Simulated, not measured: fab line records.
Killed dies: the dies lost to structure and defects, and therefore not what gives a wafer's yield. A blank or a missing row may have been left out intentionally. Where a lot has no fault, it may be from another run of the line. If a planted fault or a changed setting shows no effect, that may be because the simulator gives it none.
A struck lot beside a sound one -- flow sky130 -- 24 out of 708 route steps
Sound: wafers L996.2, L996.3, L996.4. Wafers struck: L106.2, L106.4. Last of all comes the cause.
At each step with rows: each side's tool, then ch and its chambers, then its first start. Under that, the readings that differ: sound wafers -- struck wafers -- difference of the means -- sigmas: that difference in standard deviations of wafers without a fault.
alike: words and numbers the same on both sides, and readings whose means are apart by under 2 such deviations; not compared: readings that were withheld, readings missing a value for some wafer, numbers with overlapping values and no deviation given by the record, and bounds like >300 which may hide the same value.
A row with sigmas, a row that says differs or no value, or rows on one side alone: a step with any of these is where the two part. Numbers that don't overlap but have no deviation are shown without sigmas and don't part them. A reading missing from all wafers of one side parts the sides only when that side holds two or more wafers.

SKY_LI_CONTACT_SPUTTER_19: material Ti, target thk 20 nm, time 106.37 s.
  sound: pvdSputter-01 at day 29 03:05; struck: pvdSputter-03 at day 32 11:44
  alike: cathodeDcPowerW, throttleValvePct
SKY_LI_CONTACT_SPUTTER_20: material TiN, target thk 20 nm, time 80 s.
  sound: pvdSputter-01 at day 29 03:10; struck: pvdSputter-03 at day 32 11:49
  alike: cathodeDcPowerW, throttleValvePct
SKY_LI_CONTACT_CVD_21: deposits W, target thk 400 nm, time 120.56 s.
  sound on cvdW-02 ch 0,1, day 29 03:13; struck on cvdW-02 ch 1, day 32 11:55
reading,sound,struck,difference,sigmas
chamberPressureTorr (Torr),39.91 39.86 40.04,40.17 40.06,+0.18,+2
  alike: heaterPowerW
SKY_LI_CONTACT_RS_MEAS_22: the measuring method here is four-point-probe.
  sound: filmMetro-03 at day 29 03:22; struck: filmMetro-04 at day 32 12:08
  alike: LI_CONTACT_W_RS
SKY_LI_CONTACT_THK_MEAS_23: measures by xrf.
  sound: filmMetro-03 at day 29 03:28; struck: filmMetro-04 at day 32 12:15
  alike: LI_CONTACT_W_THK
SKY_LI_CONTACT_CMP_24: polishes, stops on PSG, t overpolish 20 s, target thk 0 nm.
  sound on cmp-02 ch 1,2,3, day 29 03:34; struck on cmp-01 ch 0,1, day 32 12:18
  alike: motorCurrentA, overpolishRunS, platenRpm, slurryFlowMlMin, timeToEndpointS
SKY_LOCAL_INTERCONNECT_SPUTTER_00: material TiN, target thk 100 nm, time 83.3 s.
  sound: pvdSputter-04 at day 29 03:49; struck: pvdSputter-02 at day 32 12:36
  alike: cathodeDcPowerW, throttleValvePct
SKY_LOCAL_INTERCONNECT_RS_MEAS_01: the measuring method here is four-point-probe.
  sound: filmMetro-03 at day 29 03:54; struck: filmMetro-01 at day 32 12:41
  alike: LOCAL_INTERCONNECT_TIN_RS
SKY_LOCAL_INTERCONNECT_THK_MEAS_02: measures by xrf.
  sound: filmMetro-03 at day 29 04:01; struck: filmMetro-01 at day 32 12:47
  alike: LOCAL_INTERCONNECT_TIN_THK
then, 3 steps without rows for these wafers: SKY_LOCAL_INTERCONNECT_DEHYDRATE_03 (time 60 s); SKY_LOCAL_INTERCONNECT_HMDS_04 (prime time 60 s); SKY_LOCAL_INTERCONNECT_COAT_05 (resist thk 60 nm).
SKY_LOCAL_INTERCONNECT_COAT_06: resist thk 450 nm.
  sound on lithoTrack-01 ch 0, day 29 17:00; struck on lithoTrack-02 ch 0, day 33 02:00
reading,sound,struck,difference,sigmas
model.KrF-thick_of_LOCAL_INTERCONNECT_COAT_06.thkNm (nm),450.3 450.1 450.7,462.2 464,+12.7,
then, 4 steps without rows for these wafers: SKY_LOCAL_INTERCONNECT_SOFTBAKE_07 (time 90 s); SKY_LOCAL_INTERCONNECT_EXPOSE_08 (exposes mask LI1M, target cd 170 nm); SKY_LOCAL_INTERCONNECT_PEB_09; SKY_LOCAL_INTERCONNECT_DEVELOP_10 (develop time 60 s).
SKY_LOCAL_INTERCONNECT_CD_MEAS_11: the cd target is 170 nm.
  sound: cdSem-01 at day 30 06:52; struck: cdSem-01 at day 33 15:43
  alike: cdNm
SKY_LOCAL_INTERCONNECT_OVL_MEAS_12:
  sound: overlay-02 at day 30 06:59; struck: overlay-01 at day 33 15:50
  alike: LOCAL_INTERCONNECT_OVL
then, 1 step without rows for these wafers: SKY_LOCAL_INTERCONNECT_ETCH_13 (etches BARC in N2/H2, stops on SiO2, time 45.9 s, target depth 60 nm).
SKY_LOCAL_INTERCONNECT_METAL_ETCH_14: etches TiN in Cl2/BCl3, stops on PSG, target depth 110 nm, time 31.4 s.
  sound on rieMetal-03 ch 0,1, day 30 07:04; struck on rieMetal-01 ch 0,1, day 33 15:55
reading,sound,struck,difference,sigmas
model.KrF-thick_of_LOCAL_INTERCONNECT_COAT_06.thkNm (nm),349.9 348.7 350.9,360.6 363,+12.0,
  alike: drypumpMotorCurrentA, oesProductAu, throttleValvePct
  not compared: rfHoursCounterH
SKY_LOCAL_INTERCONNECT_STRIP_15: strips in O2/N2.
  sound on plasmaAsher-03 ch 0,1, day 30 07:07; struck on plasmaAsher-01 ch 0,1, day 33 15:59
reading,sound,struck,difference,sigmas
stripTimeToEndpointS (s),4.742 4.719 4.742,4.836 4.881,+0.124,+6
  alike: drypumpMotorCurrentA, oesProductAu
  not compared: rfHoursCounterH
then, 1 step without rows for these wafers: SKY_LOCAL_INTERCONNECT_STRIP_16 (strips in post etch residue remover, time 1200 s).
SKY_PAD_OPEN_PROBE_99:
  rows exist in the record for the sound wafers here (prober-01, day 45 18:09), none for the struck ones

WHERE THEY PART
Earliest at SKY_LI_CONTACT_CVD_21; latest, in this record, at SKY_PAD_OPEN_PROBE_99.

WHY: what the simulator had put in
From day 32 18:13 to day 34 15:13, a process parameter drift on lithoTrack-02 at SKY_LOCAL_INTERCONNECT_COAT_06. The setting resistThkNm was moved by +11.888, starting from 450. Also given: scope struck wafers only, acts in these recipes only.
